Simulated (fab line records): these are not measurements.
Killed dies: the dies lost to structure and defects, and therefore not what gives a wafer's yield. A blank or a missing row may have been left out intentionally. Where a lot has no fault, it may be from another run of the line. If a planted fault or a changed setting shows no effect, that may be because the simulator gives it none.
A struck lot beside a sound one + flow sfq line + 42 steps out of a route of 325
Sound: these wafers, L282.3, L282.4, L282.6. The struck wafers were L301.2, L301.3, L301.4. At the end, the cause is stated.
At each step with rows: each side's tool, then ch and its chambers, then its first start. Under that, the readings that differ: sound wafers + struck wafers + difference of the means + sigmas: that difference in standard deviations of wafers without a fault.
alike: a reading whose means differ by less than 2 such deviations, as well as words and numbers matching on both sides. not compared: withheld readings; readings where some wafer has no value; bounds like >300 that might hide an equal value; numbers whose values overlap and for which the record gives no deviation.
The two part at a step that has a row with sigmas, a row that says differs or no value, or rows on one side only. Numbers that have no deviation but don't overlap get no sigmas and don't part them. A reading missing from all wafers of one side parts the sides only when that side holds two or more wafers.

first, 6 steps without rows for these wafers: SFQ_TRILAYER_M3_LITHO_COAT_080 (resist thk 62 nm); SFQ_TRILAYER_M3_LITHO_COAT_075 (resist thk 600 nm); SFQ_TRILAYER_M3_LITHO_SOFTBAKE_079; SFQ_TRILAYER_M3_LITHO_EXPOSE_076 (exposes mask M3, target cd 500 nm); SFQ_TRILAYER_M3_LITHO_PEB_078 (peb time 60 s); SFQ_TRILAYER_M3_LITHO_DEVELOP_077 (time 60 s).
SFQ_M3_OVL_MEAS_921:
  sound on overlay-02, day 35 11:07; struck on overlay-01, day 49 18:58
  alike: M3_OVL
then, 1 step without rows for these wafers: SFQ_TRILAYER_M3_BARC_OPEN_METAL_ETCH_100 (etches BARC in O2, target depth 125 nm, time 41.7 s).
SFQ_TRILAYER_M3_ETCH_METAL_ETCH_078: etches Nb in Cl2/Ar, stops on SiO2, target depth 240 nm, time 120 s.
  sound on rie metal-01 ch 0,1, day 35 11:14; struck on rie metal-02 ch 1, day 49 19:10
  alike: drypump motor current A, he backside leak sccm, oes product au
  not compared: rf hours counter h
SFQ_TRILAYER_M3_STRIP_STRIP_079: strips in O2.
  sound on rie metal-01 ch 0,1, day 35 11:32; struck on rie metal-02 ch 1, day 49 19:34
  alike: drypump motor current A, he backside leak sccm, oes product au, platen temp c
  not compared: rf hours counter h
then, 1 step without rows for these wafers: SFQ_TRILAYER_M3_STRIP_SOLV_CLEAN_080 (cleans in NMP, time 600 s).
SFQ_TRILAYER_I3_DEP_PECVD_081: deposits SiO2 from SiH4/N2O, time 111.11 s, target thk 500 nm.
  sound on pecvd-03 ch 0,2, day 35 12:06; struck on pecvd-03 ch 0,1,2, day 49 20:45
  alike: heater power w, throttle valve pct
SFQ_TRILAYER_I3_CMP_CMP_082: polishes SiO2.
  sound on cmp-01 ch 1,3, day 35 18:47; struck on cmp-01 ch 0,1,3, day 49 21:41
| reading                                             | sound             | struck          | difference | sigmas |
|-----------------------------------------------------|-------------------|-----------------|------------|--------|
| time to endpoint s (s)                              | 211 213 217       | 280 285 286     | +70        | +12    |
| model.SiO2_of_TRILAYER_I3_DEP_PECVD_081.thk nm (nm) | 199.2 199.6 201.1 | 306 308.1 308.4 | +108       |        |
  alike: motor current A, platen rpm, slurry filter dp kPa
SFQ_I3_BOW_MEAS_922:
  sound on film metro-03, day 35 21:49; struck on film metro-03, day 50 00:56
  alike: I3_BOW
SFQ_TRILAYER_I3_METRO_MEASURE_083:
  sound on film metro-03, day 35 22:18; struck on film metro-03, day 50 01:14
| reading     | sound             | struck            | difference | sigmas |
|-------------|-------------------|-------------------|------------|--------|
| thk nm (nm) | 199.0 199.8 201.2 | 306.0 308.1 308.5 | +107.5     | +98    |
then, 6 steps without rows for these wafers: SFQ_TRILAYER_I3_VIA_LITHO_COAT_090 (resist thk 62 nm); SFQ_TRILAYER_I3_VIA_LITHO_COAT_085 (resist thk 650 nm); SFQ_TRILAYER_I3_VIA_LITHO_SOFTBAKE_089; SFQ_TRILAYER_I3_VIA_LITHO_EXPOSE_086 (exposes mask I3, target cd 500 nm); SFQ_TRILAYER_I3_VIA_LITHO_PEB_088 (peb time 60 s); SFQ_TRILAYER_I3_VIA_LITHO_DEVELOP_087 (time 60 s).
-- the record jumps here: 6 days lie between the struck wafers' starts before and after --
SFQ_I3_OVL_MEAS_923:
  sound on overlay-01, day 36 01:22; struck on overlay-02, day 55 15:23
  alike: I3_OVL
then, 1 step without rows for these wafers: SFQ_TRILAYER_I3_VIA_BARC_OPEN_VIA_ETCH_121 (etches BARC in O2, target depth 125 nm, time 41.7 s).
SFQ_TRILAYER_I3_VIA_ETCH_VIA_ETCH_088: etches SiO2 in CHF3, stops on Nb, target depth 260 nm.
  sound on rie diel-03 ch 1,2,3, day 36 01:26; struck on rie diel-03 ch 0,1,2, day 55 15:27
| reading                        | sound             | struck            | difference | sigmas |
|--------------------------------|-------------------|-------------------|------------|--------|
| oes product au (a.u.)          | 0.854 0.852 0.857 | 1.005 0.983 0.985 | +0.137     | +26    |
| model.I3.feature depth nm (nm) | 199.2 199.6 201.1 | 261.5 255.8 252.8 | +56.7      |        |
| model.etch.depth nm (nm)       | 199.2 199.6 201.1 | 261.5 255.8 252.8 | +56.7      |        |
  alike: drypump motor current A
then, 2 steps without rows for these wafers: SFQ_TRILAYER_I3_VIA_STRIP_STRIP_089 (strips in O2); SFQ_TRILAYER_I3_VIA_STRIP_SOLV_CLEAN_090 (cleans in NMP, time 600 s).
SFQ_TRILAYER_M4_DEP_PRE_CLEAN_092: time 22.5 s.
  sound on pvd sputter-04, day 36 02:19; struck on pvd sputter-03, day 55 16:56
| reading                                             | sound             | struck            | difference | sigmas |
|-----------------------------------------------------|-------------------|-------------------|------------|--------|
| model.SiO2_of_TRILAYER_I3_DEP_PECVD_081.thk nm (nm) | 191.7 192.1 193.6 | 298.5 300.6 300.9 | +107.5     |        |
then, 1 step without rows for these wafers: SFQ_TRILAYER_M4_DEP_SPUTTER_091 (material Nb, target thk 200 nm, time 133.3 s).
SFQ_M4_RS_MEAS_924: measurement is done with a four-point probe.
  sound on film metro-03, day 36 02:28; struck on film metro-04, day 55 17:05
| reading           | sound             | struck            | difference | sigmas |
|-------------------|-------------------|-------------------|------------|--------|
| M4_NB_RS (ohm/sq) | 0.901 0.893 0.898 | 0.868 0.873 0.878 | -0.024     | -3     |
then, 6 steps without rows for these wafers: SFQ_TRILAYER_M4_LITHO_COAT_098 (resist thk 62 nm); SFQ_TRILAYER_M4_LITHO_COAT_093 (resist thk 600 nm); SFQ_TRILAYER_M4_LITHO_SOFTBAKE_097; SFQ_TRILAYER_M4_LITHO_EXPOSE_094 (exposes mask M4, target cd 500 nm); SFQ_TRILAYER_M4_LITHO_PEB_096 (peb time 60 s); SFQ_TRILAYER_M4_LITHO_DEVELOP_095 (time 60 s).
SFQ_M4_OVL_MEAS_926:
  sound on overlay-02, day 40 05:29; struck on overlay-01, day 55 23:15
  alike: M4_OVL
SFQ_TRILAYER_M4_BARC_OPEN_METAL_ETCH_123: etches BARC in O2, target depth 125 nm, time 41.7 s.
  sound on rie metal-04 ch 0, day 40 05:33; struck on rie metal-03 ch 1, day 55 23:18
  alike: drypump motor current A, he backside leak sccm, oes product au
  not compared: rf hours counter h
then, 3 steps without rows for these wafers: SFQ_TRILAYER_M4_ETCH_METAL_ETCH_096 (etches Nb in Cl2/Ar, stops on SiO2, target depth 240 nm, time 120 s); SFQ_TRILAYER_M4_STRIP_STRIP_097 (strips in O2); SFQ_TRILAYER_M4_STRIP_SOLV_CLEAN_098 (cleans in NMP, time 600 s).
SFQ_TRILAYER_I4_DEP_PECVD_099: deposits SiO2 from SiH4/N2O, time 111.11 s, target thk 500 nm.
  sound on pecvd-02 ch 1,2, day 40 07:16; struck on pecvd-02 ch 1,2, day 56 01:01
  alike: heater power w, throttle valve pct
-- the record jumps here: 26 days lie between the struck wafers' starts before and after --
SFQ_M8_BOW_MEAS_951:
  sound on film metro-02, day 74 19:37; struck on film metro-02, day 82 00:47
| reading                 | sound             | struck            | difference | sigmas |
|-------------------------|-------------------|-------------------|------------|--------|
| model.etest.i3.link ohm | 1.968 1.965 1.963 | 1e+06 1e+06 1e+06 | +1e+06     |        |
  alike: M8_BOW

## WHERE THEY PART
Earliest at SFQ_TRILAYER_I3_CMP_CMP_082; latest, in this record, at SFQ_M4_RS_MEAS_924. Later steps at which nothing parts them and some readings are alike: SFQ_M4_OVL_MEAS_926, SFQ_TRILAYER_M4_BARC_OPEN_METAL_ETCH_123, SFQ_TRILAYER_I4_DEP_PECVD_099, SFQ_M8_BOW_MEAS_951.

WHY: what the simulator had put in
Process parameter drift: cmp-01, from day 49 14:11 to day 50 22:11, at SFQ_TRILAYER_I3_CMP_CMP_082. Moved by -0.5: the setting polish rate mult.
